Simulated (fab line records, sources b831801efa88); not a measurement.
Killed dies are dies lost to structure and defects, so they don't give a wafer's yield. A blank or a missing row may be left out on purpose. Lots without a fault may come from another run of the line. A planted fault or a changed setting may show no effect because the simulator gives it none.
Which tool did it? | flow sky130 | 10 lots, 30 wafers sampled, at 5 steps of a route of 708

WHAT THE GAUGES READ, wafer by wafer
SKY_VIA1_BOW_MEAS_03.
lot  | measured     | on            | VIA1_BOW (um)
L130 | day 33 10:36 | film_metro-01 | 97 105 82
L132 | day 34 05:23 | film_metro-01 | 74 83 83
L131 | day 34 11:27 | film_metro-02 | 83 75 61
L134 | day 34 18:50 | film_metro-01 | 87 75 98
L135 | day 35 03:04 | film_metro-02 | 69 75 71
L136 | day 35 12:52 | film_metro-04 | 89 80 90
L142 | day 37 13:14 | film_metro-02 | 73 84 83
L152 | day 40 12:59 | film_metro-04 | 85 72 84

WHICH TOOL RAN EACH LOT (tool, then ch and the chambers of the sampled wafers, then the start)
lot  | SKY_CONTACT_ETCH_17                | SKY_METAL1_SPUTTER_03        | SKY_METAL1_METAL_ETCH_19          | SKY_METAL1_STRIP_20
L130 | rie_diel-01 ch 0,1, day 32 05:26   | pvd_sputter-04, day 32 06:51 | rie_metal-04 ch 0,1, day 33 09:20 | plasma_asher-03 ch 0,1, day 33 09:25
L132 | rie_diel-03 ch 0,1,3, day 33 02:02 | pvd_sputter-02, day 33 03:27 | rie_metal-04 ch 0,1, day 34 04:13 | plasma_asher-03 ch 0,1, day 34 04:18
L131 | rie_diel-01 ch 0,3, day 33 07:32   | pvd_sputter-04, day 33 09:04 | rie_metal-03 ch 0,1, day 34 10:13 | plasma_asher-04 ch 0,1, day 34 10:19
L134 | rie_diel-02 ch 0,3, day 33 15:53   | pvd_sputter-03, day 33 17:28 | rie_metal-01 ch 0,1, day 34 17:38 | plasma_asher-03 ch 0,1, day 34 17:44
L135 | rie_diel-02 ch 0,2,3, day 34 00:11 | pvd_sputter-02, day 34 01:38 | rie_metal-04 ch 0,1, day 35 01:46 | plasma_asher-04 ch 0,1, day 35 01:51
L136 | rie_diel-02 ch 0,3, day 34 10:26   | pvd_sputter-04, day 34 11:51 | rie_metal-01 ch 0,1, day 35 11:38 | plasma_asher-03 ch 0,1, day 35 11:43
L142 | rie_diel-01 ch 1, day 36 08:16     | pvd_sputter-04, day 36 09:43 | rie_metal-04 ch 0,1, day 37 12:05 | plasma_asher-03 ch 0,1, day 37 12:10
L150 | rie_diel-02 ch 0,1,3, day 38 12:50 | pvd_sputter-04, day 38 14:15 | rie_metal-04 ch 0,1, day 39 15:08 | plasma_asher-04 ch 0,1, day 39 15:14
L151 | rie_diel-03 ch 0,1,3, day 38 17:03 | pvd_sputter-04, day 38 18:28 | rie_metal-04 ch 1, day 39 20:17   | plasma_asher-04 ch 0,1, day 39 20:32
L152 | rie_diel-01 ch 0,3, day 39 08:35   | pvd_sputter-02, day 39 10:00 | rie_metal-04 ch 1, day 40 11:45   | plasma_asher-04 ch 0,1, day 40 11:54
- SKY_CONTACT_ETCH_17: etches SiO2 in C4F8/O2/Ar, stops on Si3N4, target depth 340 nm.
- SKY_METAL1_SPUTTER_03: material Ti, target thk 5 nm, time 3.3 s.
- SKY_METAL1_METAL_ETCH_19: etches the open film in Cl2/BCl3, stops on SiO2, target depth 360 nm, time 78 s.
- SKY_METAL1_STRIP_20: strips in O2/N2.

THE ANSWER, worked out from the rows above alone
Rule: what is usual is taken from the lots themselves. Put in order of their means at a reading, lots are off if they are a third of the lots or fewer, leave a main group of 4 or more, and stand apart from it by a gap of 3 or more times the standard deviation of the main group's means; of several such gaps the widest counts. A main group whose means are all the same, to the digits that the tables above print for the reading, isn't used. A lot without any number at a reading at which 4 lots or more have one is off too. The other lots that the step has rows for count as sound.
No lot is off at any reading shown: from this, nothing can be told.

WHAT THE SIMULATOR HAD PUT IN
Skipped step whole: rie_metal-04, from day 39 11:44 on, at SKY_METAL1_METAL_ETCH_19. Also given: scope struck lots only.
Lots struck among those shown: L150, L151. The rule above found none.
